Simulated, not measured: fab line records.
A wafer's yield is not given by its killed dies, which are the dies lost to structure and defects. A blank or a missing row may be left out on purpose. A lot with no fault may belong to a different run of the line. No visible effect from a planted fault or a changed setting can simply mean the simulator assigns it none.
Which tool was responsible? ; flow gf180mcu ; 12 lots, 36 wafers sampled, at 6 steps of a route of 602

== WHAT THE GAUGES SHOWED, per wafer ==
GF_LVPWELL_OVL_MEAS_07. Usual: LVPWELL_OVL typically reads -0.8 nm, with standard deviation 1.3.
lot;measured;on;LVPWELL_OVL (nm);flag
L938;day 4 01:02;overlay-02;-0.1 -2.7 -1.7;
L939;day 4 07:49;overlay-02;-1.6 -1.0 -0.5;
L940;day 4 13:11;overlay-01;-0.4 -1.3 0.3;
L941;day 4 18:11;overlay-01;-1.2 -1.5 -0.2;
L942;day 4 23:56;overlay-01;-0.8 -0.4 -1.5;
L943;day 5 07:23;overlay-02;-0.6 0.2 0.5;
L944;day 5 11:47;overlay-02;0.1 0.0 0.4;
L945;day 5 16:23;overlay-01;-0.5 -0.9 -0.4;
L946;day 6 00:02;overlay-02;-1.0 -1.8 0.0;
L948;day 6 11:56;overlay-01;-2.2 -2.2 -1.5;
L949;day 6 17:37;overlay-02;-0.5 -0.9 0.0;
L954;day 7 21:43;overlay-02;-0.6 -1.1 -1.3;

GF_MVSD_TW_MEAS_11. Usual: MVSD_TW typically reads 1590, with standard deviation 27.
lot;measured;on;MVSD_TW;flag
L938;day 4 15:25;filmMetro-03;1623 1613 1626;
L939;day 4 22:01;filmMetro-03;1630 1632 1624;
L940;day 5 04:11;filmMetro-03;1619 1628 1628;
L941;day 5 09:04;filmMetro-02;1575 1575 1577;
L942;day 5 15:27;filmMetro-02;1572 1566 1571;
L943;day 5 23:04;filmMetro-04;1564 1568 1568;
L944;day 6 02:32;filmMetro-02;1565 1569 1570;
L945;day 6 07:28;filmMetro-03;1630 1629 1621;
L946;day 6 16:31;filmMetro-02;1565 1562 1558;
L948;day 7 04:19;filmMetro-02;1575 1581 1567;
L949;day 7 09:48;filmMetro-03;1685 1680 1679;OFF
L954;day 8 14:52;filmMetro-03;1691 1688 1685;OFF

GF_VT_IMPLANT_RS_MEAS_46: measures by four-point-probe. Usual: MVSD_RS typically reads 456.7 ohm/sq, with standard deviation 1.3.
lot;measured;on;MVSD_RS (ohm/sq);flag
L938;day 7 20:07;filmMetro-03;456.9 457.0 457.5;
L939;day 8 03:57;filmMetro-03;454.9 455.6 455.2;
L940;day 8 10:07;filmMetro-02;454.9 456.2 456.0;
L941;day 8 18:14;filmMetro-02;456.6 455.5 457.1;
L942;day 9 00:03;filmMetro-04;457.0 455.9 457.4;
L943;day 9 08:43;filmMetro-03;456.8 456.6 458.2;
L944;day 9 12:55;filmMetro-03;458.7 459.5 457.8;
L945;day 9 17:42;filmMetro-04;455.0 455.4 457.0;
L946;day 10 04:33;filmMetro-03;457.5 456.3 456.1;
L948;day 10 16:52;filmMetro-02;455.9 455.7 455.6;
L949;day 10 23:04;filmMetro-03;403.5 402.4 401.9 402.7 402.5 400.9;OFF
L954;day 12 08:04;filmMetro-02;402.3 401.8 402.6 402.5 401.7 403.2;OFF

== EACH LOT AND THE TOOL THAT RAN IT (in order: tool; ch and the chambers of the sampled wafers; start) ==
lot;GF_STI_STRIP_15;GF_LVPWELL_STRIP_10;GF_MVSD_IMPLANT_09
L938;plasmaAsher-04 ch 0,1, day 2 07:42;plasmaAsher-01 ch 0,1, day 4 01:22;implanter-02 ch 0, day 4 15:10
L939;plasmaAsher-02 ch 0,1, day 2 11:57;plasmaAsher-04 ch 0,1, day 4 08:10;implanter-02 ch 0, day 4 21:46
L940;plasmaAsher-02 ch 0,1, day 2 16:50;plasmaAsher-04 ch 0,1, day 4 13:31;implanter-04 ch 0, day 5 03:56
L941;plasmaAsher-02 ch 0,1, day 2 21:46;plasmaAsher-03 ch 0,1, day 4 18:31;implanter-03 ch 0, day 5 08:49
L942;plasmaAsher-02 ch 0,1, day 3 02:57;plasmaAsher-04 ch 0, day 5 00:16;implanter-04 ch 0, day 5 15:13
L943;plasmaAsher-04 ch 0,1, day 3 09:33;plasmaAsher-03 ch 0,1, day 5 07:43;implanter-03 ch 0, day 5 22:49
L944;plasmaAsher-03 ch 0,1, day 3 12:14;plasmaAsher-03 ch 0,1, day 5 12:08;implanter-04 ch 0, day 6 02:19
L945;plasmaAsher-03 ch 0,1, day 3 18:37;plasmaAsher-01 ch 0,1, day 5 16:43;implanter-04 ch 0, day 6 07:14
L946;plasmaAsher-04 ch 0,1, day 4 00:30;plasmaAsher-04 ch 0,1, day 6 00:22;implanter-04 ch 0, day 6 16:17
L948;plasmaAsher-03 ch 0,1, day 4 10:03;plasmaAsher-04 ch 0,1, day 6 12:16;implanter-03 ch 0, day 7 04:04
L949;plasmaAsher-02 ch 0,1, day 4 16:15;plasmaAsher-01 ch 0,1, day 6 17:58;implanter-04 ch 0, day 7 09:13
L954;plasmaAsher-03 ch 0, day 5 18:06;plasmaAsher-03 ch 0,1, day 7 22:04;implanter-04 ch 0, day 8 14:07
- GF_STI_STRIP_15: strips in O2/N2.
- GF_LVPWELL_STRIP_10: strips in O2/N2.
- GF_MVSD_IMPLANT_09

== WHAT THE TOOLS THEMSELVES READ (means of the sampled wafers that have a number; where no wafer has one, the mark that the record gives instead) ==
GF_STI_STRIP_15. Usual: drypumpMotorCurrentA 5.4 A, standard deviation 0.53; heaterPowerW 327 W, standard deviation 26; n2FlowSccm 299.9 sccm, standard deviation 0.93; oesProductAu 0.383 a.u., standard deviation 0.0048; stripTimeToEndpointS 3.71 s, standard deviation 0.032.
lot;tool;drypumpMotorCurrentA (A);heaterPowerW (W);n2FlowSccm (sccm);oesProductAu (a.u.);stripTimeToEndpointS (s);flag
L938;plasmaAsher-04;5.2;335;301.8;0.386;3.71;
L939;plasmaAsher-02;6.3;356;300.3;0.384;3.69;
L940;plasmaAsher-02;6.2;358;299.7;0.384;3.72;
L941;plasmaAsher-02;6.2;349;299.9;0.376;3.72;
L942;plasmaAsher-02;6.0;332;299.5;0.380;3.73;
L943;plasmaAsher-04;5.2;330;299.9;0.382;3.73;
L944;plasmaAsher-03;4.9;296;300.5;0.386;3.72;
L945;plasmaAsher-03;4.9;292;300.4;0.385;3.76;
L946;plasmaAsher-04;5.2;336;299.8;0.376;3.67;
L948;plasmaAsher-03;4.9;297;299.6;0.384;3.70;
L949;plasmaAsher-02;6.2;352;299.9;0.380;3.70;
L954;plasmaAsher-03;4.9;291;299.9;0.378;3.74;

GF_LVPWELL_STRIP_10. Usual: drypumpMotorCurrentA 5.5 A, standard deviation 0.66; heaterPowerW 330 W, standard deviation 28; n2FlowSccm 300.0 sccm, standard deviation 0.9; oesProductAu 0.723 a.u., standard deviation 0.0041; stripTimeToEndpointS 37.22 s, standard deviation 0.1.
lot;tool;drypumpMotorCurrentA (A);heaterPowerW (W);n2FlowSccm (sccm);oesProductAu (a.u.);stripTimeToEndpointS (s);flag
L938;plasmaAsher-01;6.4;337;300.9;0.720;37.22;
L939;plasmaAsher-04;5.2;339;299.9;0.722;37.17;
L940;plasmaAsher-04;5.3;324;300.6;0.723;37.24;
L941;plasmaAsher-03;4.9;295;300.8;0.725;37.25;
L942;plasmaAsher-04;5.3;328;300.1;0.724;37.24;
L943;plasmaAsher-03;4.9;298;299.4;0.725;37.33;
L944;plasmaAsher-03;4.9;295;299.8;0.718;37.36;
L945;plasmaAsher-01;6.4;340;299.9;0.723;37.29;
L946;plasmaAsher-04;5.2;343;301.3;0.725;37.17;
L948;plasmaAsher-04;5.2;342;300.4;0.720;37.13;
L949;plasmaAsher-01;6.0;365;299.6;0.718;37.02;
L954;plasmaAsher-03;4.9;291;299.5;0.721;37.18;

== THE ANSWER, worked out from the rows above alone ==
Rule: a lot is off if the mean of its wafers that have a number lies more than 3 standard deviations from the usual mean. A lot without any number at a reading at which 4 lots or more have one is off too. All remaining lots with rows at the step are treated as sound. Order of review: gauges by route order, followed by the tools' own readings, for which a lot's mean as printed above is used. The first step at which some lot is off is used, and at that step the reading that is off furthest; a lot without a number counts as furthest.
Off: at GF_MVSD_TW_MEAS_11 (MVSD_TW), L949, L954.
If a tool, at a process step before that reading, ran all the lots that are off and no sound lot after the first of them, it fits. The gauges at GF_MVSD_TW_MEAS_11 are tried like those tools. Can't be told from this: 2 tools fit, implanter-04 at GF_MVSD_IMPLANT_09, filmMetro-03 at GF_MVSD_TW_MEAS_11.

== WHAT WAS PUT IN BY THE SIMULATOR ==
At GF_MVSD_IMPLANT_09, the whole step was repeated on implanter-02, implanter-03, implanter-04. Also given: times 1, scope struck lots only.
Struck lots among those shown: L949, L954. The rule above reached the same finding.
